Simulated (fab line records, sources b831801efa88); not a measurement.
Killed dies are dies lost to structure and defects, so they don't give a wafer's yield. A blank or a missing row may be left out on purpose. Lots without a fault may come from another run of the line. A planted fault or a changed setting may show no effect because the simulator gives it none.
Which tool did it? | flow gf180mcu | 11 lots, 33 wafers sampled, at 5 steps of a route of 602

WHAT THE GAUGES READ, wafer by wafer
GF_V2_RS_MEAS_24: measures by four-point-probe.
lot  | measured     | on            | V2_W_RS (ohm/sq)
L219 | day 20 09:03 | film_metro-02 | 0.332 0.333 0.332
L221 | day 20 22:50 | film_metro-04 | 0.331 0.327 0.334
L222 | day 21 18:03 | film_metro-04 | 0.325 0.327 0.317
L226 | day 22 20:19 | film_metro-02 | 0.329 0.449 0.427
L227 | day 23 11:34 | film_metro-02 | 0.322 0.325 0.433
L236 | day 26 04:55 | film_metro-03 | 0.329 0.326 0.322
L237 | day 26 12:14 | film_metro-04 | 0.333 0.334 0.327
L238 | day 26 19:50 | film_metro-04 | 0.322 0.326 0.326
L240 | day 27 10:34 | film_metro-02 | 0.331 0.330 0.333
L241 | day 27 12:50 | film_metro-03 | 0.324 0.327 0.321
L242 | day 28 00:08 | film_metro-02 | 0.323 0.325 0.329

GF_V2_THK_MEAS_25: measures by xrf.
lot  | measured     | on            | V2_W_THK (nm)
L219 | day 20 09:09 | film_metro-02 | 347 347 348
L221 | day 20 22:57 | film_metro-04 | 351 354 348
L222 | day 21 18:09 | film_metro-04 | 360 362 370
L226 | day 22 20:25 | film_metro-02 | 349 258 270
L227 | day 23 11:41 | film_metro-02 | 364 361 271
L236 | day 26 05:01 | film_metro-03 | 353 357 363
L237 | day 26 12:21 | film_metro-04 | 348 347 355
L238 | day 26 19:58 | film_metro-04 | 361 356 354
L240 | day 27 10:41 | film_metro-02 | 350 349 347
L241 | day 27 12:56 | film_metro-03 | 363 359 366
L242 | day 28 00:14 | film_metro-02 | 357 355 351

WHICH TOOL RAN EACH LOT (tool, then ch and the chambers of the sampled wafers, then the start)
lot  | GF_M2_SPUTTER_01             | GF_M2_STRIP_17                       | GF_V2_CVD_23
L219 | pvd_sputter-04, day 18 05:38 | plasma_asher-02 ch 0,1, day 19 06:20 | cvd_w-02 ch 0,1, day 20 08:56
L221 | pvd_sputter-01, day 18 19:52 | plasma_asher-04 ch 0,1, day 19 20:31 | cvd_w-01 ch 1, day 20 22:43
L222 | pvd_sputter-02, day 19 15:51 | plasma_asher-04 ch 0,1, day 20 16:30 | cvd_w-01 ch 0,1, day 21 17:56
L226 | pvd_sputter-01, day 20 18:09 | plasma_asher-04 ch 0,1, day 21 18:27 | cvd_w-02 ch 0,1, day 22 20:10
L227 | pvd_sputter-01, day 21 10:13 | plasma_asher-02 ch 0,1, day 22 10:39 | cvd_w-02 ch 0,1, day 23 11:27
L236 | pvd_sputter-01, day 24 07:30 | plasma_asher-02 ch 0,1, day 25 05:41 | cvd_w-01 ch 0,1, day 26 04:48
L237 | pvd_sputter-01, day 24 15:02 | plasma_asher-02 ch 0, day 25 13:12   | cvd_w-01 ch 0,1, day 26 12:07
L238 | pvd_sputter-02, day 24 23:41 | plasma_asher-04 ch 0,1, day 25 20:54 | cvd_w-01 ch 0,1, day 26 19:43
L240 | pvd_sputter-01, day 25 14:47 | plasma_asher-04 ch 0,1, day 26 11:36 | cvd_w-02 ch 0,1, day 27 10:27
L241 | pvd_sputter-01, day 25 16:54 | plasma_asher-04 ch 1, day 26 13:41   | cvd_w-01 ch 0,1, day 27 12:42
L242 | pvd_sputter-01, day 26 04:12 | plasma_asher-01 ch 0,1, day 27 01:19 | cvd_w-01 ch 0, day 28 00:00
- GF_M2_SPUTTER_01: material TiN, target thk 30 nm, time 25 s.
- GF_M2_STRIP_17: strips in O2/N2.
- GF_V2_CVD_23: deposits W, target thk 350 nm, time 104.94 s.

WHAT THE TOOLS THEMSELVES READ (means of the sampled wafers that have a number; where no wafer has one, the mark that the record gives instead)
GF_M2_SPUTTER_01.
lot  | tool           | throttle_valve_pct (%)
L219 | pvd_sputter-04 | 30.7
L221 | pvd_sputter-01 | 29.1
L222 | pvd_sputter-02 | 29.3
L226 | pvd_sputter-01 | 30.1
L227 | pvd_sputter-01 | 29.3
L236 | pvd_sputter-01 | 27.8
L237 | pvd_sputter-01 | 28.3
L238 | pvd_sputter-02 | 28.7
L240 | pvd_sputter-01 | 30.1
L241 | pvd_sputter-01 | 29.7
L242 | pvd_sputter-01 | 29.1

GF_M2_STRIP_17.
lot  | tool            | drypump_motor_current_A (A) | heater_power_w (W) | oes_product_au (a.u.) | strip_time_to_endpoint_s (s)
L219 | plasma_asher-02 | 5.7                         | 341                | 0.555                 | 7.88
L221 | plasma_asher-04 | 5.2                         | 353                | 0.560                 | 7.92
L222 | plasma_asher-04 | 5.5                         | 369                | 0.560                 | 7.89
L226 | plasma_asher-04 | 5.5                         | 365                | 0.553                 | 7.84
L227 | plasma_asher-02 | 5.7                         | 340                | 0.553                 | 7.81
L236 | plasma_asher-02 | 5.9                         | 346                | 0.559                 | 7.91
L237 | plasma_asher-02 | 5.9                         | 363                | 0.559                 | 7.89
L238 | plasma_asher-04 | 5.5                         | 369                | 0.551                 | 7.84
L240 | plasma_asher-04 | 5.2                         | 355                | 0.554                 | 7.87
L241 | plasma_asher-04 | 5.8                         | 387                | 0.559                 | 7.88
L242 | plasma_asher-01 | 5.7                         | 365                | 0.559                 | 7.88

GF_V2_CVD_23.
lot  | tool     | heater_power_w (W)
L219 | cvd_w-02 | 716
L221 | cvd_w-01 | 755
L222 | cvd_w-01 | 808
L226 | cvd_w-02 | 753
L227 | cvd_w-02 | 748
L236 | cvd_w-01 | 814
L237 | cvd_w-01 | 815
L238 | cvd_w-01 | 814
L240 | cvd_w-02 | 709
L241 | cvd_w-01 | 844
L242 | cvd_w-01 | 900

THE ANSWER, worked out from the rows above alone
Rule: what is usual is taken from the lots themselves. Put in order of their means at a reading, lots are off if they are a third of the lots or fewer, leave a main group of 4 or more, and stand apart from it by a gap of 3 or more times the standard deviation of the main group's means; of several such gaps the widest counts. A main group whose means are all the same, to the digits that the tables above print for the reading, isn't used. A lot without any number at a reading at which 4 lots or more have one is off too. The other lots that the step has rows for count as sound. The gauges are gone through in route order, then the tools' own readings, and for those a lot's mean is taken as printed above. The first step at which some lot is off is used, and at that step the reading that is off furthest; a lot without a number counts as furthest.
Off: L226, L227, at GF_V2_RS_MEAS_24 (V2_W_RS). The main group: mean 0.328 ohm/sq, standard deviation 0.0035.
A tool fits if, at a process step before that reading, it ran every lot that is off, and no sound lot after the first of them. The gauges at GF_V2_RS_MEAS_24 are tried like those tools. None of those tried fits.

WHAT THE SIMULATOR HAD PUT IN
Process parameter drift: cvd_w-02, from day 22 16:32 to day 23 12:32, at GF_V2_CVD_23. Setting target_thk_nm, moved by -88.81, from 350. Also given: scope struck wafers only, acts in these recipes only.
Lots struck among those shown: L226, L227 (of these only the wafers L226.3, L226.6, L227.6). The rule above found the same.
